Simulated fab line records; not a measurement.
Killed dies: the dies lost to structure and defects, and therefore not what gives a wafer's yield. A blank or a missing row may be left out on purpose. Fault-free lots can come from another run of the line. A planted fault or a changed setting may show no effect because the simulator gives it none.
The tool behind it: which one? + flow sky130 + 42 wafers sampled from 14 lots at 1 step of a route of 708

== WHAT THE GAUGES READ, wafer by wafer ==
SKY_VIA1_CD_MEAS_12: the cd target is 150 nm.
| lot  | measured     | on        | cd nm (nm)        |
|------|--------------|-----------|-------------------|
| L382 | day 33 22:49 | cd sem-02 | 151.0 151.1 151.6 |
| L389 | day 36 09:44 | cd sem-02 | 151.2 154.3 152.5 |
| L390 | day 36 13:16 | cd sem-02 | 151.9 151.9 153.0 |
| L394 | day 37 20:07 | cd sem-02 | 150.6 150.1 149.8 |
| L395 | day 38 00:29 | cd sem-01 | 149.7 148.9 151.0 |
| L397 | day 38 19:23 | cd sem-01 | 152.1 150.6 151.5 |
| L398 | day 39 05:14 | cd sem-02 | 153.7 154.4 153.6 |
| L399 | day 39 08:38 | cd sem-02 | 153.3 154.0 153.9 |
| L400 | day 39 09:43 | cd sem-02 | 150.8 153.1 150.4 |
| L401 | day 39 21:05 | cd sem-02 | 150.2 148.4 151.8 |
| L402 | day 40 03:41 | cd sem-02 | 150.5 149.7 152.1 |
| L403 | day 40 15:59 | cd sem-02 | 150.9 151.0 152.7 |
| L404 | day 40 18:44 | cd sem-01 | 151.0 151.1 149.3 |
| L405 | day 41 10:04 | cd sem-02 | 153.8 152.0 154.2 |

== TOOL THAT RAN EACH LOT (tool first, then ch and the chambers of the sampled wafers, then the start) ==
The record shows no process step preceding these readings.

== AS READ BY THE TOOLS THEMSELVES (means over the sampled wafers that have a number; for cases with no such wafer, the mark the record gives instead) ==
The record holds no such reading with a usual standard deviation.

== THE ANSWER, worked out from the rows above alone ==
Rule: the usual values come from the lots themselves. The widest of any qualifying gaps counts: lots, ordered by their means at a reading, are off when they make up no more than a third of the lots, leave a main group of 4 or more, and stand apart from it by 3 or more times the standard deviation of that group's means. A main group whose means are all the same, to the digits that the tables above print for the reading, isn't used. Also off: a lot with no number at a reading for which 4 or more lots have one. The other lots that the step has rows for count as sound. The gauges are gone through in route order, then the tools' own readings, and for those a lot's mean is taken as printed above. The first step at which some lot is off is used, and at that step the reading that is off furthest; a lot without a number counts as furthest.
No lot is off at any reading shown: from this, nothing can be told.

== WHAT WAS PUT IN BY THE SIMULATOR ==
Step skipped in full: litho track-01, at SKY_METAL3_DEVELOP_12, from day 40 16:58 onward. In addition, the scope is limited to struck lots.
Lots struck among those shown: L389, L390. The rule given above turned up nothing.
